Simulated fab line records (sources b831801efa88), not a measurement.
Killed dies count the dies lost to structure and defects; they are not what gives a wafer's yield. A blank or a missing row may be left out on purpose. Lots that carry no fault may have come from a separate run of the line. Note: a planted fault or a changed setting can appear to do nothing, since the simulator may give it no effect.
Matching of chambers ; flow sky130 ; SKY_CAP2M_CVD_00 on pecvd-02: 3 sister chambers
The step deposits SiO2, target thk 15.5 nm. 6 wafers are shown with their chamber, then 10 later ones without.

## WAFERS PAIRED WITH THEIR CHAMBERS
wafer;chamber;heaterPowerW (W)
L083.1;2;1057
L084.1;1;750
L084.2;0;913
L084.3;2;1019
L088.1;0;909
L088.3;1;766

## WAFERS MISSING THEIR CHAMBER
wafer;heaterPowerW (W)
L088.6;1168
L090.3;713
L090.5;874
L090.6;715
L093.2;746
L093.5;954
L093.6;820
L095.2;828
L095.4;1072
L095.5;799

## CHAMBER TAKEN BY EACH
wafer;from the rows above;in truth
L088.6;2;2
L090.3;1;1
L090.5;0;0
L090.6;1;1
L093.2;1;1
L093.5;0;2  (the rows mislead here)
L093.6;can't be placed: 1 or 0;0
L095.2;can't be placed: 1 or 0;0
L095.4;2;2
L095.5;1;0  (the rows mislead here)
Correctly placed: 6 of 10. From these rows, 2 cannot be placed; in 2 the true chamber is one of the candidates. Placed wrongly: 2.
How it was worked out, from the rows above alone: a wafer's distance from a chamber is the root of the sum, over the readings, of the square of ((its reading less the chamber's mean) divided by the reading's scatter). The wafer belongs to the nearest chamber; if the next one is less than 2 further off, it can't be placed. Each chamber's mean is taken over the wafers shown for it. The scatter is the square root of a quotient: the sum, over the shown wafers, of each reading's squared deviation from its chamber's mean, divided by wafers minus chambers.
